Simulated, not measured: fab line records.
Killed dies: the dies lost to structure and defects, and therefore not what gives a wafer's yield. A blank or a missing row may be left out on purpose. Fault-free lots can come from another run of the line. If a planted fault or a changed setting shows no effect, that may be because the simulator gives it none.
Which tool is to blame? + flow gf180mcu + 21 wafers from 7 lots sampled at 4 of the route's 602 steps

## WHAT THE GAUGES READ, wafer by wafer
GF_M4_CD_MEAS_14: target cd 280 nm.
| lot  | measured     | on        | cd_nm (nm)                          |
|------|--------------|-----------|-------------------------------------|
| L438 | day 23 15:17 | cd_sem-01 | 279.6 279.9 280.0                   |
| L441 | day 24 20:28 | cd_sem-02 | 278.8 280.3 280.1                   |
| L444 | day 25 17:48 | cd_sem-01 | 279.2 277.4 278.9                   |
| L447 | day 26 20:21 | cd_sem-02 | 280.7 279.8 280.0                   |
| L453 | day 28 13:47 | cd_sem-02 | 279.9 280.4 280.2                   |
| L455 | day 29 03:28 | cd_sem-02 | 243.9 255.3 259.4 244.4 255.1 259.8 |
| L460 | day 30 14:23 | cd_sem-01 | 279.6 280.2 280.5                   |

## EACH LOT AND THE TOOL THAT RAN IT (in order: tool; ch and the chambers of the sampled wafers; start)
| lot  | GF_V3_SPUTTER_22             | GF_M4_SPUTTER_00             | GF_M4_EXPOSE_11                   |
|------|------------------------------|------------------------------|-----------------------------------|
| L438 | pvd_sputter-04, day 22 15:51 | pvd_sputter-03, day 22 16:36 | krf_scanner-01 ch 0, day 23 04:23 |
| L441 | pvd_sputter-02, day 23 22:16 | pvd_sputter-03, day 23 23:00 | krf_scanner-01 ch 0, day 24 09:41 |
| L444 | pvd_sputter-02, day 24 20:14 | pvd_sputter-03, day 24 20:52 | krf_scanner-01 ch 0, day 25 07:26 |
| L447 | pvd_sputter-04, day 25 22:36 | pvd_sputter-01, day 25 23:14 | krf_scanner-01 ch 0, day 26 09:26 |
| L453 | pvd_sputter-04, day 27 18:21 | pvd_sputter-03, day 27 18:59 | krf_scanner-01 ch 0, day 28 04:25 |
| L455 | pvd_sputter-01, day 28 07:31 | pvd_sputter-02, day 28 08:13 | krf_scanner-01 ch 0, day 28 17:58 |
| L460 | pvd_sputter-01, day 29 19:02 | pvd_sputter-03, day 29 19:40 | krf_scanner-02 ch 0, day 30 05:22 |
- GF_V3_SPUTTER_22: material TiN, target thk 10 nm, time 40 s.
- GF_M4_SPUTTER_00: material Ti, target thk 37.5 nm, time 150 s.
- GF_M4_EXPOSE_11: exposes mask Metal4, target cd 280 nm.

## THE ANSWER, worked out from the rows above alone
Rule: the lots themselves supply what counts as usual. The widest of any qualifying gaps counts: lots, ordered by their means at a reading, are off when they make up no more than a third of the lots, leave a main group of 4 or more, and stand apart from it by 3 or more times the standard deviation of that group's means. If all means in a main group match to the digits the tables above print for the reading, that group is not used. A lot without any number at a reading at which 4 lots or more have one is off too. The other lots that the step has rows for count as sound.
Off: L455, at GF_M4_CD_MEAS_14 (cd_nm). The main group: mean 279.8 nm, standard deviation 0.58.
If a tool, at a process step before that reading, ran all the lots that are off and no sound lot after the first of them, it fits. Gauges at GF_M4_CD_MEAS_14: tried the same way as those tools. Can't be told from this: 3 tools fit, pvd_sputter-02 at GF_M4_SPUTTER_00, krf_scanner-01 at GF_M4_EXPOSE_11, cd_sem-02 at GF_M4_CD_MEAS_14.

## WHAT THE SIMULATOR HAD PUT IN
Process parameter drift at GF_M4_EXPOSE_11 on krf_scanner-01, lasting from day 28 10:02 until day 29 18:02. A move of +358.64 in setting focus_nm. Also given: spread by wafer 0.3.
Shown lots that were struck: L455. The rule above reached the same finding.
